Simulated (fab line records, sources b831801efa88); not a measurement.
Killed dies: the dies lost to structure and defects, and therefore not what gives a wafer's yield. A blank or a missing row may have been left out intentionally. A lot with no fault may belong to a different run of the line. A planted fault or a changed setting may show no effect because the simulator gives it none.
Chamber matching -- flow sky130 -- SKY_LI_CONTACT_HDPCVD_00 on hdpcvd-01 has 3 sister chambers
The step deposits PSG, target thk 930 nm, time 155 s. 3 wafers are shown with their chamber, then 7 later ones without.

## WAFERS WITH THEIR CHAMBER
wafer,chamber,run length s (s)
L286.6,2,183.1
L288.1,0,182.6
L288.3,1,182.7

## WAFERS MISSING THEIR CHAMBER
wafer,run length s (s)
L288.4,182.8
L289.1,182.9
L289.2,183.1
L289.6,183.1
L294.4,181.9
L294.5,183.2
L297.2,181.9

## WHICH CHAMBER EACH ONE RAN IN
wafer,from the rows above,in truth
L288.4,can't be placed: 1 or 0 or 2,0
L289.1,can't be placed: 2 or 1 or 0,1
L289.2,can't be placed: 2 or 1 or 0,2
L289.6,can't be placed: 2 or 1 or 0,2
L294.4,can't be placed: 0 or 1 or 2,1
L294.5,can't be placed: 2 or 1 or 0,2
L297.2,can't be placed: 0 or 1 or 2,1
Correct placement for 0 of the 7. Cannot be placed on the basis of these rows: 7; the candidates contain the true chamber in 7. Placed wrongly: 0.
How it was worked out, from the rows above alone: a wafer's distance from a chamber is the root of the sum, over the readings, of the square of ((its reading less the chamber's mean) divided by the reading's scatter). If the next closest chamber is less than 2 further off than the closest, the wafer can't be placed; otherwise it belongs to the closest. A chamber's mean is the mean of its shown wafers. The scatter (one wafer shown for each chamber): square how far every hidden wafer sits from the nearest shown wafer, average those squares and take the square root.
